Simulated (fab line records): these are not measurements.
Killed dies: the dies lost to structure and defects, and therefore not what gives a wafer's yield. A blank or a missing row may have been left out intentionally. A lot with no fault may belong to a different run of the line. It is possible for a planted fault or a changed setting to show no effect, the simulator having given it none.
Split-lot experiment | flow sky130 | on a route of 708 steps: 5 lots, 23 wafers read

== THE SPLIT ITSELF ==
At SKY_METAL5_METAL_ETCH_15 (etches the open film in Cl2/BCl3, stops on SiO2, target depth 1260 nm, time 252 s), the setting over-etch-frac was moved away from the recipe's 0.2 on 8 of the 23 wafers read, by -23.0% to +13.8%. For the rest of the wafers, this setting stayed at what the recipe calls for.

The reading comes from the split's own step.

== THE READING ==
oes-product-au, in a.u., at SKY_METAL5_METAL_ETCH_15 (etches the open film in Cl2/BCl3, stops on SiO2, target depth 1260 nm, time 252 s). On this fab line, fault-free wafers typically give 0.895 a.u. with a standard deviation of 0.0051 a.u.

wafer  | tool, chamber at the split | over-etch-frac as run | against the recipe | oes-product-au, a.u. | against lot-mates on the recipe
L074.1 | rie-metal-01, 1            | 0.2                   | recipe             | 0.892                | -
L074.2 | rie-metal-01, 0            | 0.2                   | recipe             | 0.899                | -
L074.3 | rie-metal-01, 1            | 0.2                   | recipe             | 0.886                | -
L074.4 | rie-metal-01, 0            | 0.2                   | recipe             | 0.900                | -
L074.6 | rie-metal-01, 1            | 0.2                   | recipe             | 0.896                | -
L077.1 | rie-metal-04, 1            | 0.2                   | recipe             | 0.898                | -
L077.2 | rie-metal-04, 1            | 0.2                   | recipe             | 0.892                | -
L077.4 | rie-metal-04, 1            | 0.2                   | recipe             | 0.901                | -
L077.5 | rie-metal-04, 1            | 0.2214                | +10.7%             | 0.885                | -0.012
L077.6 | rie-metal-04, 1            | 0.2214                | +10.7%             | 0.894                | -0.003
L075.1 | rie-metal-01, 0            | 0.2                   | recipe             | 0.899                | -
L075.2 | rie-metal-01, 1            | 0.2                   | recipe             | 0.891                | -
L075.6 | rie-metal-01, 0            | 0.2                   | recipe             | 0.898                | -
L079.1 | rie-metal-03, 1            | 0.2276                | +13.8%             | 0.881                | -0.016
L079.2 | rie-metal-03, 0            | 0.2                   | recipe             | 0.902                | -
L079.4 | rie-metal-03, 0            | 0.2276                | +13.8%             | 0.882                | -0.015
L079.5 | rie-metal-03, 0            | 0.2276                | +13.8%             | 0.877                | -0.020
L079.6 | rie-metal-03, 1            | 0.2                   | recipe             | 0.891                | -
L083.1 | rie-metal-04, 0            | 0.154                 | -23.0%             | 0.918                | +0.027
L083.2 | rie-metal-04, 1            | 0.2                   | recipe             | 0.888                | -
L083.4 | rie-metal-04, 0            | 0.2                   | recipe             | 0.895                | -
L083.5 | rie-metal-04, 1            | 0.154                 | -23.0%             | 0.921                | +0.030
L083.6 | rie-metal-04, 0            | 0.154                 | -23.0%             | 0.911                | +0.020

FIT RESULTS
A straight line over all 23 wafers: oes-product-au changes by -0.000935 a.u. for each +1% of over-etch-frac; r = -0.90; the points scatter about the line by 0.0049 a.u.
The same after taking each lot's own level away (the mean of its wafers on the recipe; 23 wafers): -0.00108 a.u. for each +1%; r = -0.93; scatter 0.0046 a.u.
That fit puts the effect of the largest move of over-etch-frac on the reading at 0.025 a.u.
From 0.8915 to 0.8970 a.u.: that is the span of the lots' own levels, equal to 1.1 times the standard deviation above.
Thus the slope moves with the lot-to-lot level: the two fits are different.
Check: for one of the wafers moved furthest among these (-23.0%), held out of the fit, the line's prediction against its lot-mates is +0.0245 a.u. Against them it came out at +0.0265 a.u.
Tool readings at the split's step, against how far the setting was moved: oes-product-au r = -0.90.

== FURTHER SPLITS ON THESE WAFERS ==
Other splits were also applied to these wafers ahead of the reading. Each is held against what the fit with the lots' levels taken away leaves over:
other split on the same wafers | wafers away from the commonest value | r with oes-product-au (lot level and that fit taken away)
SKY_METAL5_SPUTTER_03 power-w  | 7                                    | +0.13

== FILE'S OWN FIT ==
oes-product-au changes by -0.00106 a.u. for each +1% of over-etch-frac, r = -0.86.
